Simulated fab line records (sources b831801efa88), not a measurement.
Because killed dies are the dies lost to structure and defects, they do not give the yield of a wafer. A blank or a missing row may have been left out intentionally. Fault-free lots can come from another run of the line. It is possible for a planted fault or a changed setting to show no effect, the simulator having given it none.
fab line records | flow gf180mcu
record lots=24 wafers=72 lastDay=34
route steps=602 shown M2@365 V2@387 V3@430 V4@502 PASSIVATION@589
lots that met no fault: from a run of the same line without faults
startH: hours from the record's first day to the start of the lot's first wafer shown | waitH: hours from the lot's prior step to this one | " repeats the value in the row above | L1.1+2: a row that stands for several wafers | - either no value or no given start | * or withheld: withheld | < > ~ a bound
route shown NAME@n: names a module that has steps shown in the file, with the first one's number in the route | usual: mean/standard deviation of fault-free wafers | same: alike in all rows | chamber/n: place in a boat | sites: each site's reading | _std_site: the standard deviation of these | _edge_site: inner sites' mean taken away from outer sites' mean | radiusMm: how far each site lies from the wafer's centre | mask NAME#n: copy n | behind: the last tool/chamber to shape the wafer | hold: the reason the lot was held/the length of the hold in hours/how it ended | device: the n, p or np transistor that did not switch | end of line: tests run on the same wafers once the route is complete | a step with no rows: only its recipe | killed: at the first sort, the dies lost to defects and structure; wafer yield is something else | map: per-die view of a wafer (x killed, . not killed, _ where there is no die)
set.NAME: setting as actually run; set.NAME@STEP: the setting as run at that earlier step | model.NAME: the simulator's own value behind a step, which no gauge read
the route's steps for a sample of lots (tables are steps, rows are wafers)
services: the hour from which a tool's chamber was out of use, counted from the record's first day as startH (under 0 if before that day), plus the number of hours and why
## steps
# step GF_M2_SPUTTER_03
# recipe material=Ti targetThkNm=10 substrateTempC=300 chamberPressurePa=0.3 powerW=3000 timeS=6.7
# usual chamberPressurePa=0.3000/0.00058 throttleValvePct=29.6/1
# columns lot.wafer tool chamber startH waitH chamberPressurePa throttleValvePct
L074.1 pvdSputter-04 - 412.78 0.0 0.3004 32.4
L074.3 " - " " 0.2997 29.5
L074.4 " - " " 0.2994 29.6
L075.1 pvdSputter-01 - 415.64 0.0 0.2997 28.0
L075.5 " - " " 0.3003 29.3
L075.6 " - " " 0.2991 27.8
L076.1 pvdSputter-03 - 425.39 0.0 0.2998 30.5
L076.4 " - " " 0.3001 28.2
L076.6 " - " " 0.2998 28.6
L077.1 pvdSputter-04 - 446.02 0.0 0.2989 32.2
L077.5 " - " " 0.2987 29.0
L077.6 " - " " 0.3005 29.4
L078.1 pvdSputter-01 - 455.68 0.0 0.3002 29.4
L078.4 " - " " 0.2999 28.0
L078.5 " - " " 0.3001 29.5
L080.1 pvdSputter-03 - 475.02 0.0 0.2996 29.5
L080.4 " - " " 0.3005 28.5
L080.5 " - " " 0.3004 30.7
L079.2 pvdSputter-03 - 476.80 0.0 0.3001 28.7
L079.4 " - " " 0.3003 29.5
L079.5 " - " " 0.3007 28.7
L082.4 pvdSputter-01 - 488.41 0.0 0.3009 29.7
L082.5 " - " " 0.3002 29.1
L082.6 " - " " 0.2995 29.3
L081.1 pvdSputter-03 - 488.71 0.0 0.2997 30.5
L081.2 " - " " 0.3002 28.6
L081.6 " - " " 0.2996 28.5
L083.1 pvdSputter-04 - 499.20 0.0 0.3000 29.4
L083.5 " - " " 0.3002 29.2
L083.6 " - " " 0.3007 29.1
L084.2 pvdSputter-01 - 509.70 0.0 0.2988 29.2
L084.4 " - " " 0.3003 27.8
L084.6 " - " " 0.3003 27.9
L085.2 pvdSputter-03 - 519.58 0.0 0.3006 29.3
L085.4 " - " " 0.3010 30.6
L085.6 " - " " 0.3001 30.8
L086.3 pvdSputter-01 - 520.29 0.0 0.3002 28.3
L086.5 " - " " 0.2988 29.5
L086.6 " - " " 0.2999 27.9
L087.1 pvdSputter-01 - 533.97 0.0 0.3001 29.5
L087.3 " - " " 0.3002 29.1
L087.6 " - " " 0.3002 29.3
L088.1 pvdSputter-04 - 535.41 0.0 0.3001 32.5
L088.2 " - " " 0.2996 29.0
L088.6 " - " " 0.3004 29.9
L089.1 pvdSputter-04 - 547.04 0.0 0.2990 29.2
L089.4 " - " " 0.3001 32.2
L089.6 " - " " 0.3007 29.2
L090.1 pvdSputter-01 - 553.35 0.0 0.2998 29.3
L090.4 " - " " 0.3006 29.2
L090.6 " - " " 0.3008 27.8
L091.1 pvdSputter-03 - 556.96 0.0 0.2979 28.7
L091.2 " - " " 0.3003 30.6
L091.3 " - " " 0.2999 29.5
L092.1 pvdSputter-04 - 565.71 0.0 0.3003 32.2
L092.5 " - " " 0.2997 29.9
L092.6 " - " " 0.3011 32.5
L093.2 pvdSputter-03 - 577.82 0.0 0.3001 30.5
L093.4 " - " " 0.2998 28.6
L093.5 " - " " 0.2996 30.7
L094.1 pvdSputter-03 - 582.47 0.0 0.3006 30.7
L094.2 " - " " 0.2996 29.1
L094.6 " - " " 0.3001 30.2
L095.1 pvdSputter-01 - 588.56 0.0 0.3000 29.7
L095.4 " - " " 0.3000 27.8
L095.5 " - " " 0.3006 29.7
L096.1 pvdSputter-01 - 595.92 0.0 0.2990 28.2
L096.4 " - " " 0.2991 29.6
L096.5 " - " " 0.3004 29.1
L097.1 pvdSputter-03 - 607.04 0.0 0.3002 29.0
L097.2 " - " " 0.3006 29.7
L097.5 " - " " 0.2983 30.9
# step GF_M2_THK_MEAS_06
# recipe thkMeasGauge=xrf reads=AlCu_of_M2_SPUTTER_02
# usual M2_ALCU_THK=448/7.3
# columns lot.wafer tool chamber startH waitH M2_ALCU_THK[nm]
L074.1 filmMetro-02 - 412.96 0.1 445
L074.3 " - " " 441
L074.4 " - " " 460
L075.1 filmMetro-03 - 415.82 0.1 443
L075.5 " - " " 448
L075.6 " - " " 445
L076.1 filmMetro-01 - 425.57 0.1 448
L076.4 " - " " 440
L076.6 " - " " 442
L077.1 filmMetro-03 - 446.20 0.1 438
L077.5 " - " " 442
L077.6 " - " " 461
L078.1 filmMetro-03 - 455.86 0.1 447
L078.4 " - " " 442
L078.5 " - " " 450
L080.1 filmMetro-03 - 475.20 0.1 451
L080.4 " - " " 452
L080.5 " - " " 459
L079.2 filmMetro-03 - 476.99 0.1 450
L079.4 " - " " 444
L079.5 " - " " 450
L082.4 filmMetro-03 - 488.62 0.1 449
L082.5 " - " " 443
L082.6 " - " " 447
L081.1 filmMetro-02 - 488.89 0.1 447
L081.2 " - " " 447
L081.6 " - " " 451
L083.1 filmMetro-02 - 499.38 0.1 456
L083.5 " - " " 442
L083.6 " - " " 454
L084.2 filmMetro-01 - 509.89 0.1 444
L084.4 " - " " 448
L084.6 " - " " 450
L085.2 filmMetro-01 - 519.77 0.1 454
L085.4 " - " " 455
L085.6 " - " " 458
L086.3 filmMetro-01 - 520.49 0.1 447
L086.5 " - " " 448
L086.6 " - " " 445
L087.1 filmMetro-02 - 534.15 0.1 448
L087.3 " - " " 450
L087.6 " - " " 453
L088.1 filmMetro-03 - 535.59 0.1 440
L088.2 " - " " 440
L088.6 " - " " 444
L089.1 filmMetro-01 - 547.22 0.1 448
L089.4 " - " " 431
L089.6 " - " " 432
L090.1 filmMetro-01 - 553.53 0.1 457
L090.4 " - " " 449
L090.6 " - " " 452
L091.1 filmMetro-01 - 557.14 0.1 457
L091.2 " - " " 469
L091.3 " - " " 455
L092.1 filmMetro-03 - 565.89 0.1 439
L092.5 " - " " 440
L092.6 " - " " 440
L093.2 filmMetro-02 - 578.01 0.1 454
L093.4 " - " " 449
L093.5 " - " " 458
L094.1 filmMetro-01 - 582.65 0.1 456
L094.2 " - " " 442
L094.6 " - " " 449
L095.1 filmMetro-03 - 588.74 0.1 439
L095.4 " - " " 438
L095.5 " - " " 439
L096.1 filmMetro-01 - 596.10 0.1 451
L096.4 " - " " 445
L096.5 " - " " 448
L097.1 filmMetro-02 - 607.22 0.1 450
L097.2 " - " " 446
L097.5 " - " " 458
# step GF_V2_BOW_MEAS_05
# recipe mode=bow
# usual V2_BOW=100/7.8
# columns lot.wafer tool chamber startH waitH V2_BOW[um]
L074.1 filmMetro-04 - 438.15 0.2 76
L074.3 " - " " 96
L074.4 " - " " 91
L075.1 filmMetro-01 - 441.56 0.1 103
L075.5 " - " " 93
L075.6 " - " " 91
L076.1 filmMetro-04 - 450.98 0.1 97
L076.4 " - " " 102
L076.6 " - " " 94
L077.1 filmMetro-01 - 471.68 0.2 106
L077.5 " - " " 103
L077.6 " - " " 105
L078.1 filmMetro-04 - 481.35 0.1 80
L078.4 " - " " 93
L078.5 " - " " 99
L080.1 filmMetro-04 - 500.37 0.1 94
L080.4 " - " " 98
L080.5 " - " " 100
L079.2 filmMetro-04 - 502.09 0.1 98
L079.4 " - " " 103
L079.5 " - " " 96
L082.4 filmMetro-01 - 513.69 0.3 97
L082.5 " - " " 93
L082.6 " - " " 97
L081.1 filmMetro-01 - 514.04 0.2 87
L081.2 " - " " 92
L081.6 " - " " 106
L083.1 filmMetro-03 - 523.80 0.2 106
L083.5 " - " " 102
L083.6 " - " " 104
L084.2 filmMetro-01 - 533.55 0.2 106
L084.4 " - " " 100
L084.6 " - " " 120
L085.2 filmMetro-01 - 543.59 0.2 99
L085.4 " - " " 99
L085.6 " - " " 98
L086.3 filmMetro-03 - 544.27 0.3 95
L086.5 " - " " 105
L086.6 " - " " 100
L087.1 filmMetro-01 - 557.77 0.2 104
L087.3 " - " " 107
L087.6 " - " " 116
L088.1 filmMetro-04 - 559.62 0.1 106
L088.2 " - " " 104
L088.6 " - " " 92
L089.1 filmMetro-04 - 570.89 0.1 98
L089.4 " - " " 106
L089.6 " - " " 101
L090.1 filmMetro-04 - 577.27 0.1 94
L090.4 " - " " 98
L090.6 " - " " 103
L091.1 filmMetro-03 - 579.85 0.1 95
L091.2 " - " " 118
L091.3 " - " " 114
L092.1 filmMetro-04 - 588.13 0.1 111
L092.5 " - " " 114
L092.6 " - " " 117
L093.2 filmMetro-03 - 600.08 0.1 107
L093.4 " - " " 106
L093.5 " - " " 102
L094.1 filmMetro-03 - 604.71 0.2 98
L094.2 " - " " 99
L094.6 " - " " 93
L095.1 filmMetro-03 - 610.48 0.1 120
L095.4 " - " " 111
L095.5 " - " " 93
L096.1 filmMetro-01 - 616.23 0.1 103
L096.4 " - " " 104
L096.5 " - " " 102
L097.1 filmMetro-01 - 625.83 0.1 92
L097.2 " - " " 95
L097.5 " - " " 88
# step GF_V3_THK_MEAS_01
# recipe reads=SiO2_of_V3_CVD_00
# usual V3_CVD_00_THK=599/7.3
# columns lot.wafer tool chamber startH waitH V3_CVD_00_THK[nm]
L074.1 filmMetro-03 - 489.89 0.0 603
L074.3 " - " " 596
L074.4 " - " " 604
L075.1 filmMetro-04 - 492.16 0.0 598
L075.5 " - " " 598
L075.6 " - " " 595
L076.1 filmMetro-02 - 501.58 0.0 602
L076.4 " - " " 600
L076.6 " - " " 609
L077.1 filmMetro-03 - 520.69 0.0 600
L077.5 " - " " 598
L077.6 " - " " 597
L078.1 filmMetro-03 - 530.20 0.0 597
L078.4 " - " " 596
L078.5 " - " " 594
L080.1 filmMetro-03 - 548.75 0.0 606
L080.4 " - " " 606
L080.5 " - " " 604
L079.2 filmMetro-02 - 550.90 0.0 605
L079.4 " - " " 612
L079.5 " - " " 618
L082.4 filmMetro-03 - 561.31 0.0 600
L082.5 " - " " 587
L082.6 " - " " 589
L081.1 filmMetro-02 - 562.81 0.0 600
L081.2 " - " " 609
L081.6 " - " " 610
L083.1 filmMetro-04 - 570.77 0.0 592
L083.5 " - " " 600
L083.6 " - " " 596
L084.2 filmMetro-02 - 580.77 0.1 603
L084.4 " - " " 592
L084.6 " - " " 602
L085.2 filmMetro-02 - 589.21 0.1 590
L085.4 " - " " 603
L085.6 " - " " 595
L086.3 filmMetro-02 - 590.74 0.1 577
L086.5 " - " " 595
L086.6 " - " " 591
L087.1 filmMetro-04 - 603.70 0.0 608
L087.3 " - " " 599
L087.6 " - " " 600
L088.1 filmMetro-04 - 604.71 0.0 599
L088.2 " - " " 600
L088.6 " - " " 608
L089.1 filmMetro-03 - 613.39 0.0 613
L089.4 " - " " 600
L089.6 " - " " 607
L090.1 filmMetro-02 - 619.78 0.0 596
L090.4 " - " " 607
L090.6 " - " " 597
L091.1 filmMetro-04 - 621.98 0.0 586
L091.2 " - " " 589
L091.3 " - " " 596
L092.1 filmMetro-02 - 630.46 0.0 593
L092.5 " - " " 605
L092.6 " - " " 590
L093.2 filmMetro-03 - 641.12 0.0 597
L093.4 " - " " 593
L093.5 " - " " 589
L094.1 filmMetro-03 - 645.41 0.0 598
L094.2 " - " " 602
L094.6 " - " " 602
L095.1 filmMetro-03 - 652.20 0.0 603
L095.4 " - " " 588
L095.5 " - " " 599
L096.1 filmMetro-02 - 660.36 0.0 584
L096.4 " - " " 597
L096.5 " - " " 592
L097.1 filmMetro-04 - 668.57 0.0 596
L097.2 " - " " 600
L097.5 " - " " 595
# step GF_V4_CMP_26
# recipe stopOn=SiO2 downForcePsi=3.5 platenRpm=60 tOverpolishS=15 targetThkNm=0 padVelocityMS=0.94248
# usual edgeZonePressureFrac=1.000/0.0049 motorCurrentA=10.6/0.77 overpolishRunS=14.999/0.0087 slurryFilterDpKPa=13.51/0.14 timeToEndpointS=86/6.5
# columns lot.wafer tool chamber startH waitH edgeZonePressureFrac motorCurrentA overpolishRunS slurryFilterDpKPa timeToEndpointS
L074.4 cmp-01 2 563.62 0.0 1.000 9.9 14.994 13.62 94
L074.1 " 0 " " 1.000 9.5 14.989 13.38 99
L074.3 " 1 " " 1.003 11.3 15.001 13.41 86
L075.1 cmp-02 2 565.58 0.1 1.005 11.3 14.997 13.52 89
L075.6 " 1 " " 1.004 10.6 15.007 13.61 76
L075.5 " 2 " " 1.012 10.3 15.007 13.74 91
L076.1 cmp-02 1 573.63 0.1 1.003 10.2 14.981 13.51 77
L076.4 " 0 " " 1.001 10.1 14.998 13.29 82
L076.6 " 2 " " 0.994 11.5 14.999 13.44 85
L077.1 cmp-02 0 592.34 0.1 1.006 9.6 15.008 13.48 79
L077.6 " 2 " " 0.993 11.1 14.994 13.68 81
L077.5 " 3 " " 0.999 11.4 15.006 13.35 92
L078.4 cmp-01 0 601.18 0.1 1.002 9.0 15.005 13.40 97
L078.1 " 1 " " 1.008 11.7 15.011 13.52 86
L078.5 " 0 " " 1.002 9.2 15.006 13.22 97
L080.4 cmp-02 0 615.86 0.1 0.991 9.5 14.997 13.54 80
L080.1 " 2 " " 0.994 11.6 15.002 13.56 85
L080.5 " 3 " " 0.998 11.6 15.005 13.58 91
L079.2 cmp-01 3 618.26 0.1 0.991 11.0 14.995 13.81 90
L079.4 " 0 " " 0.993 9.4 14.994 13.43 96
L079.5 " 2 " " 0.995 9.6 14.992 13.59 93
L082.4 cmp-02 1 626.83 0.0 0.992 10.4 15.009 13.43 79
L082.6 " 1 " " 0.987 10.6 14.994 13.63 77
L082.5 " 2 " " 0.999 11.8 14.988 13.32 86
L081.2 cmp-02 3 628.24 0.1 0.996 11.5 14.998 13.58 93
L081.1 " 1 " " 0.998 10.3 14.994 13.30 76
L081.6 " 2 " " 1.001 10.6 14.996 13.55 84
L083.1 cmp-02 3 635.61 0.2 1.002 11.8 14.997 13.66 93
L083.5 " 0 " " 1.001 10.6 15.012 13.53 82
L083.6 " 1 " " 0.997 10.7 15.016 13.63 74
L084.4 cmp-02 2 644.82 0.1 0.992 11.8 14.994 13.56 89
L084.2 " 3 " " 1.001 11.7 14.994 13.54 98
L084.6 " 0 " " 0.995 9.5 15.003 13.38 84
L085.4 cmp-02 1 653.07 0.0 0.996 10.6 15.003 13.46 75
L085.2 " 2 " " 1.000 11.5 15.005 13.46 88
L085.6 " 2 " " 0.993 11.2 15.011 13.26 84
L086.3 cmp-02 3 653.88 0.0 0.992 11.4 14.999 13.43 89
L086.5 " 3 " " 1.000 11.7 15.004 13.63 88
L086.6 " 0 " " 0.999 9.9 15.000 13.50 81
L087.1 cmp-01 2 665.83 0.1 1.003 10.1 14.996 13.47 92
L087.3 " 0 " " 0.998 9.1 15.024 13.86 97
L087.6 " 1 " " 0.997 11.7 14.999 13.49 87
L088.1 cmp-01 2 667.53 0.2 0.996 9.5 14.999 13.59 90
L088.2 " 0 " " 0.998 9.3 14.982 13.67 96
L088.6 " 2 " " 0.995 9.4 15.000 13.55 91
L089.4 cmp-02 2 677.22 0.1 0.994 11.5 14.994 13.70 91
L089.1 " 0 " " 0.997 9.9 14.999 13.57 85
L089.6 " 1 " " 1.002 10.5 15.012 13.35 76
L090.4 cmp-01 1 683.68 0.1 1.000 11.3 15.004 13.42 86
L090.1 " 3 " " 1.005 11.1 14.991 13.37 84
L090.6 " 1 " " 1.000 11.5 14.993 13.53 84
L091.3 cmp-02 3 685.43 0.0 1.005 10.7 15.000 13.53 91
L091.2 " 1 " " 1.003 10.6 15.001 13.47 76
L091.1 " 2 " " 1.001 11.3 15.002 13.53 86
L092.1 cmp-01 0 692.88 0.1 1.000 9.4 15.016 13.45 100
L092.6 " 0 " " 1.000 9.9 14.998 13.33 99
L092.5 " 1 " " 0.994 11.4 15.003 13.60 83
L093.4 cmp-01 0 704.48 0.4 0.998 9.3 15.005 13.47 92
L093.2 " 1 " " 0.992 12.0 14.998 13.44 79
L093.5 " 1 " " 0.995 11.5 14.992 13.57 78
L094.2 cmp-02 1 707.23 0.1 1.000 10.3 14.986 13.55 79
L094.1 " 3 " " 1.000 11.7 15.001 13.86 96
L094.6 " 1 " " 1.005 10.5 15.001 13.25 75
L095.1 cmp-01 2 713.00 0.1 1.005 9.7 14.988 13.55 92
L095.4 " 3 " " 0.998 11.1 14.993 13.53 86
L095.5 " 2 " " 0.999 9.6 15.002 13.47 87
L096.4 cmp-02 1 720.48 0.0 1.001 10.2 15.003 13.52 79
L096.1 " 2 " " 1.004 10.8 15.002 13.50 90
L096.5 " 1 " " 0.993 10.4 14.997 13.39 80
L097.1 cmp-02 2 728.93 0.1 1.004 11.1 14.998 13.26 90
L097.2 " 3 " " 1.000 12.0 15.006 13.28 95
L097.5 " 1 " " 1.000 10.7 14.995 13.51 78
# step GF_PASSIVATION_CVD_02
# recipe material=Si3N4 targetThkNm=700 timeS=486.18 tempC=400 rfW=450
# usual heaterPowerW=765/140
# columns lot.wafer tool chamber startH waitH heaterPowerW
L074.1 pecvd-04 1 649.71 0.1 641
L074.3 " 2 " " 784
L074.4 " 2 " " 810
L075.1 pecvd-01 1 650.72 0.1 631
L075.5 " 2 " " 816
L075.6 " 0 " " 857
L076.1 pecvd-02 2 659.72 0.1 629
L076.4 " 1 " " 945
L076.6 " 2 " " 631
L077.1 pecvd-01 1 682.21 0.1 608
L077.5 " 0 " " 993
L077.6 " 2 " " 783
L078.1 pecvd-04 2 684.46 0.1 769
L078.4 " 0 " " 850
L078.5 " 2 " " 832
L080.1 pecvd-01 2 697.87 0.1 791
L080.4 " 2 " " 819
L080.5 " 1 " " 555
L079.2 pecvd-04 2 701.86 0.0 875
L079.4 " 2 " " 711
L079.5 " 0 " " 797
L082.4 pecvd-02 1 709.22 0.2 950
L082.5 " 2 " " 618
L082.6 " 0 " " 668
L081.1 pecvd-01 2 709.53 0.1 801
L081.2 " 0 " " 981
L081.6 " 0 " " 1031
L083.1 pecvd-01 1 714.84 0.1 570
L083.5 " 0 " " 843
L083.6 " 2 " " 695
L084.2 pecvd-02 0 725.22 0.0 706
L084.4 " 2 " " 669
L084.6 " 0 " " 565
L085.2 pecvd-01 0 731.27 0.0 1020
L085.4 " 0 " " 866
L085.6 " 2 " " 804
L086.3 pecvd-02 2 732.36 0.0 592
L086.5 " 2 " " 630
L086.6 " 1 " " 1063
L087.1 pecvd-01 2 744.37 0.1 723
L087.3 " 1 " " 651
L087.6 " 0 " " 1027
L088.1 pecvd-04 0 746.16 0.1 791
L088.2 " 1 " " 673
L088.6 " 2 " " 824
L089.1 pecvd-04 1 753.72 0.1 615
L089.4 " 0 " " 844
L089.6 " 2 " " 874
L090.1 pecvd-04 1 759.04 0.1 685
L090.4 " 0 " " 880
L090.6 " 2 " " 886
L091.1 pecvd-02 2 761.62 0.1 610
L091.2 " 1 " " 1010
L091.3 " 0 " " 670
L092.1 pecvd-02 0 767.33 0.1 710
L092.5 " 0 " " 570
L092.6 " 2 " " 633
L093.2 pecvd-04 0 778.18 0.0 768
L093.4 " 0 " " 819
L093.5 " 2 " " 858
L094.1 pecvd-02 1 780.64 0.1 933
L094.2 " 0 " " 714
L094.6 " 0 " " 570
L095.1 pecvd-02 1 783.39 0.1 977
L095.4 " 0 " " 701
L095.5 " 1 " " 1032
L096.1 pecvd-01 0 791.74 0.1 911
L096.4 " 2 " " 808
L096.5 " 1 " " 584
L097.1 pecvd-04 0 798.15 0.1 735
L097.2 " 2 " " 872
L097.5 " 1 " " 706
## services
# columns tool chamber startH hours kind
cmp-02 - 394.32 4.6 pm
cmp-02 - 404.23 4.0 pm
pvdSputter-01 - 404.55 2.6 repair
cmp-02 - 435.76 9.4 repair
cmp-01 - 446.18 0.4 repair
cmp-01 - 460.91 1.7 repair
cmp-02 - 474.08 1.5 repair
cmp-01 - 492.65 7.2 pm
pvdSputter-03 - 522.53 13.6 repair
cmp-01 - 524.72 2.5 repair
cmp-02 - 526.67 1.0 repair
cmp-02 - 545.26 0.3 repair
cmp-01 - 572.00 4.0 pm
cmp-01 - 573.08 0.6 repair
cmp-02 - 664.87 1.2 repair
cmp-02 - 687.40 0.8 repair
cmp-02 - 689.98 10.2 pm
cmp-02 - 701.60 0.8 repair
cmp-02 - 701.61 5.3 repair
cmp-02 - 744.41 4.0 pm
cmp-02 - 758.48 0.8 repair
cmp-02 - 760.55 1.3 repair
cmp-02 - 763.06 3.2 pm
cmp-02 - 769.29 0.5 repair
## key
fault none
